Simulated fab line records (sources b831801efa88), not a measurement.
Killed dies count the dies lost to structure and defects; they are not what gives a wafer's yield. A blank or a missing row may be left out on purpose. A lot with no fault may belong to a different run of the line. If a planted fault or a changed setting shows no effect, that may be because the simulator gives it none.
Matching of chambers    flow sky130    4 sister chambers for SKY_CONTACT_CMP_27 on cmp-02
The step polishes, stops on SiO2, t overpolish 15 s, target thk 0 nm. 7 wafers are shown with their chamber, then 7 later ones without.

WAFERS, EACH WITH ITS CHAMBER
wafer   chamber  motor_current_A (A)  time_to_endpoint_s (s)
L778.3  2        11.3                 85
L780.4  0        9.7                  81
L780.5  0        9.5                  78
L783.2  1        10.5                 81
L783.5  3        10.4                 81
L787.1  3        10.1                 82
L787.2  1        11.0                 84

WAFERS MISSING THEIR CHAMBER
wafer   motor_current_A (A)  time_to_endpoint_s (s)
L787.4  11.1                 87
L791.1  11.0                 82
L791.3  11.1                 78
L791.6  10.0                 73
L800.1  10.3                 86
L800.2  11.7                 82
L800.6  11.0                 80

EACH ONE'S CHAMBER
wafer   from the rows above           in truth
L787.4  can't be placed: 2 or 1       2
L791.1  can't be placed: 1 or 2 or 3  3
L791.3  can't be placed: 1 or 3 or 2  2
L791.6  can't be placed: 0 or 3       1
L800.1  can't be placed: 3 or 1 or 2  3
L800.2  can't be placed: 2 or 1       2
L800.6  can't be placed: 1 or 2 or 3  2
Correctly placed: 0 of 7. Can't be placed from these rows: 7 (the true chamber is among the candidates in 6). Number placed wrongly: 0.
How it was worked out, from the rows above alone: a wafer's distance from a chamber is the root of the sum, over the readings, of the square of ((its reading less the chamber's mean) divided by the reading's scatter). The wafer belongs to the nearest chamber; if the next one is less than 2 further off, it can't be placed. The mean given for a chamber averages the wafers shown for that chamber. The scatter: take each reading less its chamber's mean, square it, sum over the shown wafers, divide by the number of wafers less the number of chambers, and take the root.
